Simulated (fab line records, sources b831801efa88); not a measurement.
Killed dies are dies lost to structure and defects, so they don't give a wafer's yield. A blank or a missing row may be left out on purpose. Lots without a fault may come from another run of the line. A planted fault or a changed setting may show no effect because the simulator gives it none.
Which tool did it? | flow gf180mcu | 13 lots, 39 wafers sampled, at 5 steps of a route of 602

WHAT THE GAUGES READ, wafer by wafer
GF_VT_IMPLANT_TW_MEAS_32. Usual: VT_IMPLANT_3_TW 270.0, standard deviation 2.2.
lot  | measured     | on            | VT_IMPLANT_3_TW   | flag
L521 | day 8 04:23  | film_metro-01 | 271.9 272.7 270.8 |
L522 | day 8 04:40  | film_metro-02 | 270.4 270.8 273.0 |
L524 | day 8 18:17  | film_metro-04 | 268.2 268.7 268.0 |
L527 | day 9 04:41  | film_metro-01 | 270.4 271.0 270.0 |
L526 | day 9 07:02  | film_metro-04 | 267.5 266.9 266.9 |
L529 | day 9 15:28  | film_metro-04 | 268.1 267.6 268.0 |
L530 | day 9 21:17  | film_metro-04 | 268.2 268.8 267.4 |
L532 | day 10 09:59 | film_metro-04 | 267.3 267.9 267.0 |
L536 | day 11 08:50 | film_metro-04 | 270.0 266.7 269.8 |
L538 | day 11 21:29 | film_metro-01 | 272.5 272.9 270.7 |
L539 | day 12 04:44 | film_metro-02 | 269.6 270.8 270.5 |
L541 | day 12 15:44 | film_metro-02 | 272.5 270.8 269.5 |
L542 | day 12 22:07 | film_metro-02 | 270.4 269.4 272.1 |

GF_V1_THK_MEAS_01. Usual: V1_CVD_00_THK 603 nm, standard deviation 7.1.
lot  | measured     | on            | V1_CVD_00_THK (nm) | flag
L521 | day 18 16:20 | film_metro-03 | 606 599 592        |
L522 | day 18 16:47 | film_metro-03 | 612 604 608        |
L524 | day 19 14:31 | film_metro-03 | 611 611 613        |
L527 | day 20 05:44 | film_metro-03 | 608 607 609        |
L526 | day 20 14:34 | film_metro-01 | 593 601 601        |
L529 | day 20 23:22 | film_metro-03 | 602 609 602        |
L530 | day 21 05:30 | film_metro-04 | 610 613 608        |
L532 | day 22 00:52 | film_metro-01 | 602 602 600        |
L536 | day 23 07:55 | film_metro-04 | 621 616 617        |
L538 | day 23 19:05 | film_metro-01 | 599 607 612        |
L539 | day 24 07:07 | film_metro-04 | 604 592 604        |
L541 | day 24 17:56 | film_metro-04 | 599 609 614        |
L542 | day 24 23:24 | film_metro-03 | 583 600 593        |

WHICH TOOL RAN EACH LOT (tool, then ch and the chambers of the sampled wafers, then the start)
lot  | GF_HV_LDD_COAT_41                 | GF_HV_LDD_STRIP_49                   | GF_SALICIDE_SPUTTER_02
L521 | litho_track-03 ch 0, day 13 08:14 | plasma_asher-02 ch 0,1, day 13 18:02 | pvd_sputter-04, day 16 14:19
L522 | litho_track-02 ch 0, day 13 09:35 | plasma_asher-02 ch 0,1, day 13 19:15 | pvd_sputter-04, day 16 15:02
L524 | litho_track-01 ch 0, day 14 01:55 | plasma_asher-04 ch 0,1, day 14 12:38 | pvd_sputter-04, day 17 09:54
L527 | litho_track-01 ch 0, day 14 13:44 | plasma_asher-02 ch 0, day 15 00:20   | pvd_sputter-04, day 18 01:08
L526 | litho_track-01 ch 0, day 14 18:23 | plasma_asher-01 ch 0,1, day 15 05:56 | pvd_sputter-01, day 18 09:56
L529 | litho_track-01 ch 0, day 15 04:08 | plasma_asher-01 ch 0,1, day 15 15:39 | pvd_sputter-01, day 18 18:58
L530 | litho_track-03 ch 0, day 15 12:01 | plasma_asher-04 ch 0,1, day 15 23:20 | pvd_sputter-04, day 19 01:53
L532 | litho_track-02 ch 0, day 16 06:13 | plasma_asher-01 ch 0, day 16 17:02   | pvd_sputter-01, day 19 20:59
L536 | litho_track-01 ch 0, day 17 13:47 | plasma_asher-02 ch 0,1, day 18 01:37 | pvd_sputter-04, day 21 06:13
L538 | litho_track-01 ch 0, day 18 01:35 | plasma_asher-01 ch 0,1, day 18 13:59 | pvd_sputter-02, day 21 18:20
L539 | litho_track-02 ch 0, day 18 13:16 | plasma_asher-04 ch 0,1, day 19 02:05 | pvd_sputter-04, day 22 06:11
L541 | litho_track-02 ch 0, day 19 01:13 | plasma_asher-04 ch 0,1, day 19 14:14 | pvd_sputter-04, day 22 17:08
L542 | litho_track-01 ch 0, day 19 07:01 | plasma_asher-01 ch 0,1, day 19 19:23 | pvd_sputter-04, day 22 23:21
- GF_HV_LDD_COAT_41: resist thk 1000 nm.
- GF_HV_LDD_STRIP_49: strips in O2/N2.
- GF_SALICIDE_SPUTTER_02: material Co, target thk 10 nm, time 20 s.

WHAT THE TOOLS THEMSELVES READ (means of the sampled wafers that have a number; where no wafer has one, the mark that the record gives instead)
GF_HV_LDD_COAT_41. Usual: spin_speed_rpm 3000.0 rpm, standard deviation 1.9.
lot  | tool           | spin_speed_rpm (rpm) | flag
L521 | litho_track-03 | 3003.0               |
L522 | litho_track-02 | 2999.3               |
L524 | litho_track-01 | 2999.9               |
L527 | litho_track-01 | 2999.2               |
L526 | litho_track-01 | 3000.3               |
L529 | litho_track-01 | 2997.8               |
L530 | litho_track-03 | 2998.9               |
L532 | litho_track-02 | 2999.5               |
L536 | litho_track-01 | 3000.4               |
L538 | litho_track-01 | 2998.4               |
L539 | litho_track-02 | 3339.0               | OFF
L541 | litho_track-02 | 3340.6               | OFF
L542 | litho_track-01 | 2999.4               |

GF_HV_LDD_STRIP_49. Usual: drypump_motor_current_A 5.6 A, standard deviation 0.32; heater_power_w 329 W, standard deviation 37; n2_flow_sccm 300.1 sccm, standard deviation 0.93; o2_flow_sccm 3000 sccm, standard deviation 7.9; oes_product_au 0.716 a.u., standard deviation 0.0046; strip_time_to_endpoint_s 12.63 s, standard deviation 0.036.
lot  | tool            | drypump_motor_current_A (A) | heater_power_w (W) | n2_flow_sccm (sccm) | o2_flow_sccm (sccm) | oes_product_au (a.u.) | strip_time_to_endpoint_s (s) | flag
L521 | plasma_asher-02 | 5.4                         | 308                | 300.3               | 2994                | 0.711                 | 12.64                        |
L522 | plasma_asher-02 | 5.4                         | 312                | 300.3               | 3004                | 0.712                 | 12.58                        |
L524 | plasma_asher-04 | 5.7                         | 368                | 299.3               | 3000                | 0.716                 | 12.67                        |
L527 | plasma_asher-02 | 5.5                         | 298                | 300.3               | 2993                | 0.712                 | 12.65                        |
L526 | plasma_asher-01 | 5.5                         | 312                | 301.1               | 2999                | 0.713                 | 12.67                        |
L529 | plasma_asher-01 | 5.5                         | 314                | 299.7               | 2999                | 0.714                 | 12.65                        |
L530 | plasma_asher-04 | 5.9                         | 339                | 299.8               | 3003                | 0.714                 | 12.68                        |
L532 | plasma_asher-01 | 5.4                         | 315                | 299.7               | 2992                | 0.710                 | 12.63                        |
L536 | plasma_asher-02 | 5.4                         | 320                | 299.5               | 2996                | 0.720                 | 12.66                        |
L538 | plasma_asher-01 | 5.5                         | 314                | 300.2               | 2998                | 0.718                 | 12.64                        |
L539 | plasma_asher-04 | 5.7                         | 368                | 299.4               | 2995                | 0.721                 | 12.00                        | OFF
L541 | plasma_asher-04 | 5.7                         | 374                | 301.4               | 3003                | 0.719                 | 11.97                        | OFF
L542 | plasma_asher-01 | 5.5                         | 311                | 301.1               | 2996                | 0.720                 | 12.64                        |

GF_SALICIDE_SPUTTER_02. Usual: throttle_valve_pct 30.3 %, standard deviation 1.1.
lot  | tool           | throttle_valve_pct (%) | flag
L521 | pvd_sputter-04 | 30.7                   |
L522 | pvd_sputter-04 | 30.4                   |
L524 | pvd_sputter-04 | 30.8                   |
L527 | pvd_sputter-04 | 30.9                   |
L526 | pvd_sputter-01 | 30.0                   |
L529 | pvd_sputter-01 | 29.1                   |
L530 | pvd_sputter-04 | 30.6                   |
L532 | pvd_sputter-01 | 30.4                   |
L536 | pvd_sputter-04 | 30.3                   |
L538 | pvd_sputter-02 | 29.6                   |
L539 | pvd_sputter-04 | 30.5                   |
L541 | pvd_sputter-04 | 30.8                   |
L542 | pvd_sputter-04 | 30.5                   |

THE ANSWER, worked out from the rows above alone
Rule: a lot is off if the mean of its wafers that have a number lies more than 3 standard deviations from the usual mean. A lot without any number at a reading at which 4 lots or more have one is off too. The other lots that the step has rows for count as sound. The gauges are gone through in route order, then the tools' own readings, and for those a lot's mean is taken as printed above. The first step at which some lot is off is used, and at that step the reading that is off furthest; a lot without a number counts as furthest.
Off: L539, L541, at GF_HV_LDD_COAT_41 (spin_speed_rpm).
A tool fits if, at that step or a process step before it, it ran every lot that is off, and no sound lot after the first of them. One fits: litho_track-02 at GF_HV_LDD_COAT_41. Its last sound lot is L532 (day 16 06:13), its first lot that is off L539 (day 18 13:16): a fault that began between those two fits.
The tool's own readings at GF_HV_LDD_COAT_41 bear it out: on the lots that are off they differ by more than 5 times the standard deviation of the sound lots' means. spin_speed_rpm reads 3339.8 rpm there against 2999.6 rpm on the sound lots.

WHAT THE SIMULATOR HAD PUT IN
Process parameter drift: litho_track-02, from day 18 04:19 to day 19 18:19, at GF_HV_LDD_COAT_41. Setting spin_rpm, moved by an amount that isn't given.
Lots struck among those shown: L539, L541. The rule above found the same.
